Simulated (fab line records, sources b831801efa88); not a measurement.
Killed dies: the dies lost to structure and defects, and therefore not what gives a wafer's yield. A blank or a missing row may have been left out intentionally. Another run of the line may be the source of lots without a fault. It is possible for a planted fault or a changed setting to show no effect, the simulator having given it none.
Commonality check across tools ; flow gf180mcu ; 11 lots, 33 wafers sampled

== THE REASON FOR OPENING IT ==
GF_V1_RS_MEAS_24, reading V1_W_RS: flagged on 2 of 11 lots. No-fault wafers: 0.328 ohm/sq, standard deviation 0.0034.
Rule: flag the lot when none of its wafers has a number, or when each of its wafers that has one lies beyond 4 standard deviations from that mean. As for the other lots, they are considered sound.

lot;measured;on;V1_W_RS (ohm/sq), wafer by wafer;flag
L182;day 18 09:38;film_metro-02;0.324 0.328 0.326;
L183;day 18 19:45;film_metro-01;0.326 0.331 0.325;
L191;day 21 11:53;film_metro-02;0.649 0.643 0.651;FLAGGED
L193;day 22 04:23;film_metro-01;0.668 0.671 0.682;FLAGGED
L195;day 23 00:24;film_metro-02;0.332 0.331 0.333;
L197;day 23 16:32;film_metro-03;0.326 0.334 0.331;
L200;day 24 21:26;film_metro-02;0.329 0.326 0.328;
L202;day 25 04:18;film_metro-01;0.328 0.324 0.331;
L203;day 25 14:20;film_metro-03;0.321 0.322 0.324;
L204;day 26 00:13;film_metro-02;0.325 0.326 0.322;
L205;day 26 04:32;film_metro-02;0.322 0.325 0.329;
The numbers of the flagged lots are 0.661 ohm/sq on average: +0.333 ohm/sq against the usual, or +98 standard deviations.

== WHICH TOOL EACH LOT WENT THROUGH ==
Before the reading, the record contains 4 process steps out of a 602-step route. Each cell gives the tool, then ch followed by the chambers the sampled wafers passed through, then the start.
lot;flag;GF_M1_SPUTTER_00;GF_M1_SPUTTER_01;GF_V1_CVD_02;GF_V1_CVD_23
L182;;pvd_sputter-03, day 16 08:17;pvd_sputter-03, day 16 08:23;pecvd-04 ch 0,1, day 17 08:14;cvd_w-02 ch 0, day 18 09:30
L183;;pvd_sputter-01, day 16 18:18;pvd_sputter-01, day 16 18:24;pecvd-01 ch 0,2, day 17 18:17;cvd_w-01 ch 0,1, day 18 19:38
L191;FLAGGED;pvd_sputter-04, day 19 09:34;pvd_sputter-04, day 19 09:40;pecvd-02 ch 0,1, day 20 10:34;cvd_w-01 ch 0,1, day 21 11:46
L193;FLAGGED;pvd_sputter-03, day 20 02:12;pvd_sputter-03, day 20 02:18;pecvd-04 ch 0, day 21 03:47;cvd_w-01 ch 0, day 22 04:16
L195;;pvd_sputter-04, day 20 23:16;pvd_sputter-04, day 20 23:22;pecvd-04 ch 0,2, day 22 00:18;cvd_w-02 ch 0,1, day 23 00:16
L197;;pvd_sputter-04, day 21 16:15;pvd_sputter-04, day 21 16:21;pecvd-02 ch 0,1, day 22 16:43;cvd_w-02 ch 0,1, day 23 16:25
L200;;pvd_sputter-04, day 22 22:08;pvd_sputter-04, day 22 22:14;pecvd-01 ch 0,1,2, day 23 21:41;cvd_w-01 ch 0, day 24 21:19
L202;;pvd_sputter-04, day 23 05:30;pvd_sputter-04, day 23 05:36;pecvd-02 ch 0,1,2, day 24 04:56;cvd_w-01 ch 0, day 25 04:11
L203;;pvd_sputter-04, day 23 16:16;pvd_sputter-04, day 23 16:22;pecvd-01 ch 0,1,2, day 24 15:25;cvd_w-01 ch 0,1, day 25 14:13
L204;;pvd_sputter-03, day 24 02:17;pvd_sputter-03, day 24 02:23;pecvd-02 ch 1,2, day 25 01:50;cvd_w-02 ch 0,1, day 26 00:05
L205;;pvd_sputter-01, day 24 07:27;pvd_sputter-01, day 24 07:33;pecvd-01 ch 1,2, day 25 06:06;cvd_w-01 ch 0,1, day 26 04:25
What the steps here do:
- GF_M1_SPUTTER_00: material Ti, target thk 37.5 nm, time 150 s.
- GF_M1_SPUTTER_01: material TiN, target thk 30 nm, time 25 s.
- GF_V1_CVD_02: deposits SiO2 from TEOS, target thk 850 nm, time 94.851 s.
- GF_V1_CVD_23: deposits W, target thk 350 nm, time 105.05 s.
- GF_V1_RS_MEAS_24: measures by four-point-probe.

== FLAGGED AGAINST TOTAL, ONE TOOL AT A TIME (gauges that did the reading follow at the end) ==
step;tool;lots run;flagged;share of the flagged lots;sound lots run after its first flagged lot
GF_M1_SPUTTER_00;pvd_sputter-01;2;0;none;-
GF_M1_SPUTTER_00;pvd_sputter-03;3;1;some;1 (L204)
GF_M1_SPUTTER_00;pvd_sputter-04;6;1;some;5 (L195,L197,L200,L202,L203)
GF_M1_SPUTTER_01;pvd_sputter-01;2;0;none;-
GF_M1_SPUTTER_01;pvd_sputter-03;3;1;some;1 (L204)
GF_M1_SPUTTER_01;pvd_sputter-04;6;1;some;5 (L195,L197,L200,L202,L203)
GF_V1_CVD_02;pecvd-01;4;0;none;-
GF_V1_CVD_02;pecvd-02;4;1;some;3 (L197,L202,L204)
GF_V1_CVD_02;pecvd-04;3;1;some;1 (L195)
GF_V1_CVD_23;cvd_w-01;7;2;all;4 (L200,L202,L203,L205)
GF_V1_CVD_23;cvd_w-02;4;0;none;-
GF_V1_RS_MEAS_24;film_metro-01;3;1;some;1 (L202)
GF_V1_RS_MEAS_24;film_metro-02;6;1;some;4 (L195,L200,L204,L205)
GF_V1_RS_MEAS_24;film_metro-03;2;0;none;-

== WHAT THE TABLE PERMITS ==
In the table, 1 row covers all flagged lots: cvd_w-01 at GF_V1_CVD_23.
- cvd_w-01 at GF_V1_CVD_23 ran 7 lots, 2 of them flagged. Sound lots ran on it after the first flagged one (L200, L202, L203, L205), which a lasting fault on the whole tool wouldn't allow.
No row of the table ran every flagged lot and no sound lot after the first.

== WHAT HAD BEEN PUT IN BY THE SIMULATOR ==
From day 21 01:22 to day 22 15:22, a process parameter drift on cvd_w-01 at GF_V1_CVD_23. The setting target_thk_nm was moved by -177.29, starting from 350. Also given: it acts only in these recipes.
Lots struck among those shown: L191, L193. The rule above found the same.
